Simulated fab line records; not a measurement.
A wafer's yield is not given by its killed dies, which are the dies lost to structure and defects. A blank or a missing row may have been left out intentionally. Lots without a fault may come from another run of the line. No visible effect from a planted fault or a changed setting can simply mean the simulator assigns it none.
What tool caused it? :: flow sky130 :: 12 lots, 36 wafers sampled, at 4 steps of a route of 708

WHAT EACH GAUGE READ, for each wafer
SKY_VIA1_OVL_MEAS_13. Usual: VIA1_OVL typically reads -2 nm, with standard deviation 5.8.
lot: L418
measured: day 33 17:46
on: overlay-01
VIA1_OVL (nm): -7 -7 -6
flag: 

lot: L419
measured: day 33 20:32
on: overlay-02
VIA1_OVL (nm): -6 1 -6
flag: 

lot: L420
measured: day 34 09:42
on: overlay-02
VIA1_OVL (nm): -1 -3 -2
flag: 

lot: L421
measured: day 34 13:26
on: overlay-02
VIA1_OVL (nm): -2 1 -5
flag: 

lot: L422
measured: day 34 21:32
on: overlay-01
VIA1_OVL (nm): -6 -12 -6
flag: 

lot: L423
measured: day 35 05:23
on: overlay-02
VIA1_OVL (nm): 3 -4 0
flag: 

lot: L426
measured: day 37 02:04
on: overlay-02
VIA1_OVL (nm): -11 -7 -8
flag: 

lot: L430
measured: day 38 13:30
on: overlay-01
VIA1_OVL (nm): -4 -3 -1
flag: 

lot: L431
measured: day 38 17:20
on: overlay-02
VIA1_OVL (nm): -5 -6 2
flag: 

lot: L432
measured: day 38 17:31
on: overlay-02
VIA1_OVL (nm): -7 -13 -5
flag: 

lot: L434
measured: day 39 02:09
on: overlay-02
VIA1_OVL (nm): 4 4 9
flag: 

lot: L438
measured: day 40 14:41
on: overlay-02
VIA1_OVL (nm): -4 -5 2
flag: 

SKY_VIA2_BOW_MEAS_03. Usual: VIA2_BOW typically reads 86 um, with standard deviation 7.7.
lot: L418
measured: day 34 21:36
on: film-metro-02
VIA2_BOW (um): 88 82 78
flag: 

lot: L419
measured: day 35 01:39
on: film-metro-01
VIA2_BOW (um): 86 81 93
flag: 

lot: L420
measured: day 35 15:11
on: film-metro-02
VIA2_BOW (um): 71 74 81
flag: 

lot: L421
measured: day 35 18:52
on: film-metro-01
VIA2_BOW (um): 98 81 83
flag: 

lot: L422
measured: day 36 02:34
on: film-metro-02
VIA2_BOW (um): 82 88 86
flag: 

lot: L423
measured: day 36 11:13
on: film-metro-01
VIA2_BOW (um): 84 87 96
flag: 

lot: L426
measured: day 38 06:20
on: film-metro-01
VIA2_BOW (um): 96 81 93
flag: 

lot: L430
measured: day 39 17:23
on: film-metro-04
VIA2_BOW (um): 93 81 93
flag: 

lot: L431
measured: day 39 21:02
on: film-metro-04
VIA2_BOW (um): 95 87 86
flag: 

lot: L432
measured: day 39 21:08
on: film-metro-02
VIA2_BOW (um): 80 93 88
flag: 

lot: L434
measured: day 40 06:31
on: film-metro-04
VIA2_BOW (um): 93 83 95
flag: 

lot: L438
measured: day 41 16:55
on: film-metro-02
VIA2_BOW (um): 80 74 77
flag: 

WHAT TOOL EACH LOT RAN ON (gives the tool, then ch and the chambers of the sampled wafers, and finally the start)
lot: L418
SKY_METAL1_STRIP_20: plasma-asher-03 ch 0,1, day 32 13:57
SKY_METAL2_DEHYDRATE_07: litho-track-03 ch 0, day 34 07:21

lot: L419
SKY_METAL1_STRIP_20: plasma-asher-03 ch 0,1, day 32 15:58
SKY_METAL2_DEHYDRATE_07: litho-track-03 ch 0, day 34 10:51

lot: L420
SKY_METAL1_STRIP_20: plasma-asher-03 ch 0, day 33 06:57
SKY_METAL2_DEHYDRATE_07: litho-track-03 ch 0, day 34 23:34

lot: L421
SKY_METAL1_STRIP_20: plasma-asher-04 ch 1, day 33 11:25
SKY_METAL2_DEHYDRATE_07: litho-track-03 ch 0, day 35 03:06

lot: L422
SKY_METAL1_STRIP_20: plasma-asher-04 ch 0,1, day 33 19:27
SKY_METAL2_DEHYDRATE_07: litho-track-03 ch 0, day 35 11:42

lot: L423
SKY_METAL1_STRIP_20: plasma-asher-04 ch 0,1, day 34 02:33
SKY_METAL2_DEHYDRATE_07: litho-track-02 ch 0, day 35 19:40

lot: L426
SKY_METAL1_STRIP_20: plasma-asher-04 ch 0,1, day 35 23:09
SKY_METAL2_DEHYDRATE_07: litho-track-02 ch 0, day 37 15:48

lot: L430
SKY_METAL1_STRIP_20: plasma-asher-03 ch 0,1, day 37 10:35
SKY_METAL2_DEHYDRATE_07: litho-track-03 ch 0, day 39 02:51

lot: L431
SKY_METAL1_STRIP_20: plasma-asher-01 ch 0,1, day 37 14:40
SKY_METAL2_DEHYDRATE_07: litho-track-03 ch 0, day 39 06:15

lot: L432
SKY_METAL1_STRIP_20: plasma-asher-04 ch 0,1, day 37 15:31
SKY_METAL2_DEHYDRATE_07: litho-track-02 ch 0, day 39 06:27

lot: L434
SKY_METAL1_STRIP_20: plasma-asher-03 ch 0,1, day 38 00:08
SKY_METAL2_DEHYDRATE_07: litho-track-03 ch 0, day 39 15:58

lot: L438
SKY_METAL1_STRIP_20: plasma-asher-03 ch 0,1, day 39 12:26
SKY_METAL2_DEHYDRATE_07: litho-track-03 ch 0, day 41 03:39
- SKY_METAL1_STRIP_20: strips in O2/N2.
- SKY_METAL2_DEHYDRATE_07: time 60 s.

AS READ BY THE TOOLS THEMSELVES (means over the sampled wafers that have a number; for cases with no such wafer, the mark the record gives instead)
SKY_METAL1_STRIP_20. Usual: drypump-motor-current-A 5.84 A, standard deviation 0.28; oes-product-au 0.341 a.u., standard deviation 0.0048; strip-time-to-endpoint-s 2.67 s, standard deviation 0.05.
lot: L418
tool: plasma-asher-03
drypump-motor-current-A (A): 6.00
oes-product-au (a.u.): 0.343
strip-time-to-endpoint-s (s): 2.63
flag: 

lot: L419
tool: plasma-asher-03
drypump-motor-current-A (A): 6.12
oes-product-au (a.u.): 0.343
strip-time-to-endpoint-s (s): 2.71
flag: 

lot: L420
tool: plasma-asher-03
drypump-motor-current-A (A): 6.23
oes-product-au (a.u.): 0.344
strip-time-to-endpoint-s (s): 2.71
flag: 

lot: L421
tool: plasma-asher-04
drypump-motor-current-A (A): 5.76
oes-product-au (a.u.): 0.338
strip-time-to-endpoint-s (s): 2.67
flag: 

lot: L422
tool: plasma-asher-04
drypump-motor-current-A (A): 5.79
oes-product-au (a.u.): 0.342
strip-time-to-endpoint-s (s): 2.70
flag: 

lot: L423
tool: plasma-asher-04
drypump-motor-current-A (A): 5.81
oes-product-au (a.u.): 0.344
strip-time-to-endpoint-s (s): 2.70
flag: 

lot: L426
tool: plasma-asher-04
drypump-motor-current-A (A): 5.83
oes-product-au (a.u.): 0.346
strip-time-to-endpoint-s (s): 2.72
flag: 

lot: L430
tool: plasma-asher-03
drypump-motor-current-A (A): 6.10
oes-product-au (a.u.): 0.344
strip-time-to-endpoint-s (s): 2.72
flag: 

lot: L431
tool: plasma-asher-01
drypump-motor-current-A (A): 5.33
oes-product-au (a.u.): 0.340
strip-time-to-endpoint-s (s): 2.69
flag: 

lot: L432
tool: plasma-asher-04
drypump-motor-current-A (A): 5.83
oes-product-au (a.u.): 0.337
strip-time-to-endpoint-s (s): 2.60
flag: 

lot: L434
tool: plasma-asher-03
drypump-motor-current-A (A): 6.10
oes-product-au (a.u.): 0.341
strip-time-to-endpoint-s (s): 2.63
flag: 

lot: L438
tool: plasma-asher-03
drypump-motor-current-A (A): 6.09
oes-product-au (a.u.): 0.341
strip-time-to-endpoint-s (s): 2.72
flag: 

SKY_METAL2_DEHYDRATE_07. Usual: heater-power-total-W 160.38 W, standard deviation 0.13; run-length-s 89.22 s, standard deviation 0.14.
lot: L418
tool: litho-track-03
heater-power-total-W (W): 160.31
run-length-s (s): 89.09
flag: 

lot: L419
tool: litho-track-03
heater-power-total-W (W): 160.33
run-length-s (s): 89.09
flag: 

lot: L420
tool: litho-track-03
heater-power-total-W (W): 160.35
run-length-s (s): 89.12
flag: 

lot: L421
tool: litho-track-03
heater-power-total-W (W): 163.66
run-length-s (s): 85.23
flag: OFF

lot: L422
tool: litho-track-03
heater-power-total-W (W): 163.80
run-length-s (s): 85.30
flag: OFF

lot: L423
tool: litho-track-02
heater-power-total-W (W): 160.41
run-length-s (s): 89.26
flag: 

lot: L426
tool: litho-track-02
heater-power-total-W (W): 160.29
run-length-s (s): 89.27
flag: 

lot: L430
tool: litho-track-03
heater-power-total-W (W): 160.33
run-length-s (s): 89.16
flag: 

lot: L431
tool: litho-track-03
heater-power-total-W (W): 160.30
run-length-s (s): 89.12
flag: 

lot: L432
tool: litho-track-02
heater-power-total-W (W): 160.46
run-length-s (s): 89.28
flag: 

lot: L434
tool: litho-track-03
heater-power-total-W (W): 160.43
run-length-s (s): 89.11
flag: 

lot: L438
tool: litho-track-03
heater-power-total-W (W): 160.32
run-length-s (s): 89.22
flag: 

THE ANSWER, worked out from the rows above alone
Rule: take the mean of a lot's wafers that have a number; if it is more than 3 standard deviations from the usual mean, the lot is off. Also off: a lot with no number at a reading for which 4 or more lots have one. Where the step has rows for the other lots, those lots are counted as sound. Order of review: gauges by route order, followed by the tools' own readings, for which a lot's mean as printed above is used. At the first step where some lot is off, the reading lying furthest off is the one used; lots without a number count as furthest.
Off: L421, L422, at SKY_METAL2_DEHYDRATE_07 (run-length-s).
If a tool, at that step or one of the process steps before it, ran each lot that is off and ran no sound lot following the first of them, it fits. Not one of the candidates tried fits.

WHAT WAS PUT IN BY THE SIMULATOR
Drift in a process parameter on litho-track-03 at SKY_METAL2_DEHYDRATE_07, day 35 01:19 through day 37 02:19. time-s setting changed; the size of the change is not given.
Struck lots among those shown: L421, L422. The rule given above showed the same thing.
